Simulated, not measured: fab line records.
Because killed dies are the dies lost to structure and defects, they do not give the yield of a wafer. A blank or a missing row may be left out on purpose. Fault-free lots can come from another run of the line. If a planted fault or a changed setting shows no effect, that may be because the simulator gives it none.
Matching of chambers | flow gf180mcu | 4 sister chambers for GF_V4_CMP_04 on cmp-01
The step polishes SiO2. 8 wafers are shown with their chamber, then 8 later ones without.

== WAFERS, EACH WITH ITS CHAMBER ==
wafer  | chamber | motor current A (A) | head pressure psi (psi)
L995.1 | 3       | 11.1                | 4.022
L999.2 | 0       | 12.7                | 4.010
L101.4 | 0       | 12.7                | 4.002
L101.5 | 2       | 12.4                | 4.008
L102.1 | 2       | 12.7                | 3.997
L102.3 | 1       | 11.6                | 3.985
L102.4 | 3       | 10.9                | 4.010
L105.3 | 1       | 11.8                | 3.995

== WAFERS MISSING THEIR CHAMBER ==
wafer  | motor current A (A) | head pressure psi (psi)
L105.4 | 12.5                | 3.995
L105.6 | 12.0                | 3.989
L108.1 | 12.6                | 4.009
L108.2 | 10.3                | 4.000
L108.6 | 11.7                | 4.013
L111.2 | 12.0                | 4.006
L111.4 | 11.5                | 4.001
L111.5 | 12.7                | 4.002

== WHICH CHAMBER EACH WENT THROUGH ==
wafer  | from the rows above          | in truth
L105.4 | can't be placed: 2 or 0      | 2
L105.6 | 1                            | 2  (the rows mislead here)
L108.1 | can't be placed: 0 or 2      | 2
L108.2 | 3                            | 3
L108.6 | can't be placed: 1 or 3      | 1
L111.2 | can't be placed: 1 or 2 or 0 | 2
L111.4 | can't be placed: 1 or 3      | 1
L111.5 | can't be placed: 0 or 2      | 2
Correctly placed: 1 of 8. Can't be placed from these rows: 6 (the true chamber is among the candidates in 6). Placed wrongly: 1.
How it was worked out, from the rows above alone: a wafer's distance from a chamber is the root of the sum, over the readings, of the square of ((its reading less the chamber's mean) divided by the reading's scatter). If the next closest chamber is less than 2 further off than the closest, the wafer can't be placed; otherwise it belongs to the closest. A chamber's mean is the mean of its shown wafers. The scatter is the square root of a quotient: the sum, over the shown wafers, of each reading's squared deviation from its chamber's mean, divided by wafers minus chambers.
